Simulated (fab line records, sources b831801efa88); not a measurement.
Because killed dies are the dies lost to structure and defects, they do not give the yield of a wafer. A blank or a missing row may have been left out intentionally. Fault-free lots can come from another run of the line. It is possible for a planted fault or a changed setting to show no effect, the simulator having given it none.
Check for tools in common + flow sky130 + Sample size 12 lots and 36 wafers

## WHY IT WAS OPENED
Of 12 lots, 2 have the reading CAP2M_OVL flagged at SKY_CAP2M_OVL_MEAS_12. Fault-free wafers read 0.6 nm, with a standard deviation of 1.3.
Rule: flag the lot when none of its wafers has a number, or when each of its wafers that has one lies beyond 4 standard deviations from that mean. The rest of the lots are taken to be sound.

| lot  | measured     | on         | CAP2M_OVL (nm), wafer by wafer | flag    |
|------|--------------|------------|--------------------------------|---------|
| L788 | day 41 18:31 | overlay-02 | 3.2 2.0 2.2                    |         |
| L789 | day 42 01:06 | overlay-02 | -2.7 -3.3 -0.6                 |         |
| L794 | day 43 08:10 | overlay-01 | -0.8 0.1 -0.7                  |         |
| L797 | day 44 06:20 | overlay-02 | -1.1 -0.5 -1.1                 |         |
| L798 | day 44 12:23 | overlay-02 | -0.4 -0.9 -0.2                 |         |
| L799 | day 44 22:56 | overlay-02 | 1.6 0.8 -2.1                   |         |
| L800 | day 45 01:46 | overlay-02 | -1.0 0.8 1.3                   |         |
| L801 | day 45 10:24 | overlay-01 | 1.0 1.1 1.7                    |         |
| L802 | day 45 11:55 | overlay-01 | 2.6 0.4 0.7                    |         |
| L804 | day 45 22:17 | overlay-01 | 1.6 2.8 2.3                    |         |
| L810 | day 47 12:41 | overlay-01 | 140.5 140.8 140.9              | FLAGGED |
| L811 | day 47 19:17 | overlay-02 | 141.9 142.7 143.4              | FLAGGED |
Flagged lots average 141.7 nm: +141.1 nm relative to the usual, that is +99 or more standard deviations.

## EACH LOT AND THE TOOL IT RAN ON
3 process steps preceding the reading are held in the record, out of 708 steps in the route. Every cell lists first the tool, next ch and the chambers used by the sampled wafers, and last the start.
| lot  | flag    | SKY_CAP2M_CVD_00                | SKY_CAP2M_SPUTTER_02         | SKY_CAP2M_EXPOSE_09                 |
|------|---------|---------------------------------|------------------------------|-------------------------------------|
| L788 |         | pecvd-03 ch 0,1, day 40 17:13   | pvd-sputter-03, day 40 17:18 | iline-stepper-01 ch 0, day 41 05:56 |
| L789 |         | pecvd-02 ch 0,2, day 40 23:34   | pvd-sputter-04, day 40 23:39 | iline-stepper-02 ch 0, day 41 12:58 |
| L794 |         | pecvd-02 ch 0,1,2, day 42 08:42 | pvd-sputter-04, day 42 08:46 | iline-stepper-01 ch 0, day 42 21:35 |
| L797 |         | pecvd-04 ch 0,1, day 43 07:32   | pvd-sputter-04, day 43 07:37 | iline-stepper-01 ch 0, day 43 19:33 |
| L798 |         | pecvd-04 ch 0,1,2, day 43 13:07 | pvd-sputter-04, day 43 13:12 | iline-stepper-02 ch 0, day 44 01:35 |
| L799 |         | pecvd-02 ch 0,2, day 44 00:22   | pvd-sputter-02, day 44 00:28 | iline-stepper-01 ch 0, day 44 11:20 |
| L800 |         | pecvd-02 ch 0,2, day 44 02:12   | pvd-sputter-02, day 44 02:18 | iline-stepper-02 ch 0, day 44 13:34 |
| L801 |         | pecvd-04 ch 0,1,2, day 44 11:59 | pvd-sputter-03, day 44 12:04 | iline-stepper-02 ch 0, day 45 00:22 |
| L802 |         | pecvd-03 ch 0,1,2, day 44 13:53 | pvd-sputter-02, day 44 13:58 | iline-stepper-02 ch 0, day 45 02:08 |
| L804 |         | pecvd-03 ch 0,2, day 45 00:30   | pvd-sputter-02, day 45 00:35 | iline-stepper-01 ch 0, day 45 11:20 |
| L810 | FLAGGED | pecvd-02 ch 1,2, day 46 15:26   | pvd-sputter-03, day 46 15:31 | iline-stepper-01 ch 0, day 47 02:43 |
| L811 | FLAGGED | pecvd-04 ch 1,2, day 46 22:49   | pvd-sputter-02, day 46 22:54 | iline-stepper-01 ch 0, day 47 08:59 |
What these steps do:
- SKY_CAP2M_CVD_00: deposits SiO2, target thk 15.5 nm.
- SKY_CAP2M_SPUTTER_02: material TiN, target thk 200 nm, time 166.7 s.
- SKY_CAP2M_EXPOSE_09: exposes mask CAP2M, target cd 1000 nm.
- SKY_CAP2M_OVL_MEAS_12

## FLAGGED OVER TOTAL, TOOL BY TOOL (the gauges that took the reading come last)
| step                  | tool             | lots run | flagged | share of the flagged lots | sound lots run after its first flagged lot |
|-----------------------|------------------|----------|---------|---------------------------|--------------------------------------------|
| SKY_CAP2M_CVD_00      | pecvd-02         | 5        | 1       | some                      | 0                                          |
| SKY_CAP2M_CVD_00      | pecvd-03         | 3        | 0       | none                      | -                                          |
| SKY_CAP2M_CVD_00      | pecvd-04         | 4        | 1       | some                      | 0                                          |
| SKY_CAP2M_SPUTTER_02  | pvd-sputter-02   | 5        | 1       | some                      | 0                                          |
| SKY_CAP2M_SPUTTER_02  | pvd-sputter-03   | 3        | 1       | some                      | 0                                          |
| SKY_CAP2M_SPUTTER_02  | pvd-sputter-04   | 4        | 0       | none                      | -                                          |
| SKY_CAP2M_EXPOSE_09   | iline-stepper-01 | 7        | 2       | all                       | 0                                          |
| SKY_CAP2M_EXPOSE_09   | iline-stepper-02 | 5        | 0       | none                      | -                                          |
| SKY_CAP2M_OVL_MEAS_12 | overlay-01       | 5        | 1       | some                      | 0                                          |
| SKY_CAP2M_OVL_MEAS_12 | overlay-02       | 7        | 1       | some                      | 0                                          |

## WHAT THE TABLE PERMITS
In the table, 1 row covers all flagged lots: iline-stepper-01 at SKY_CAP2M_EXPOSE_09.
- iline-stepper-01 at SKY_CAP2M_EXPOSE_09: 2 of its 7 lots flagged. Last sound lot L804 at day 45 11:20, first flagged lot L810 at day 47 02:43; a fault beginning in between fits.
iline-stepper-01 at SKY_CAP2M_EXPOSE_09 is the single tool remaining.

## WHAT HAD BEEN PUT IN BY THE SIMULATOR
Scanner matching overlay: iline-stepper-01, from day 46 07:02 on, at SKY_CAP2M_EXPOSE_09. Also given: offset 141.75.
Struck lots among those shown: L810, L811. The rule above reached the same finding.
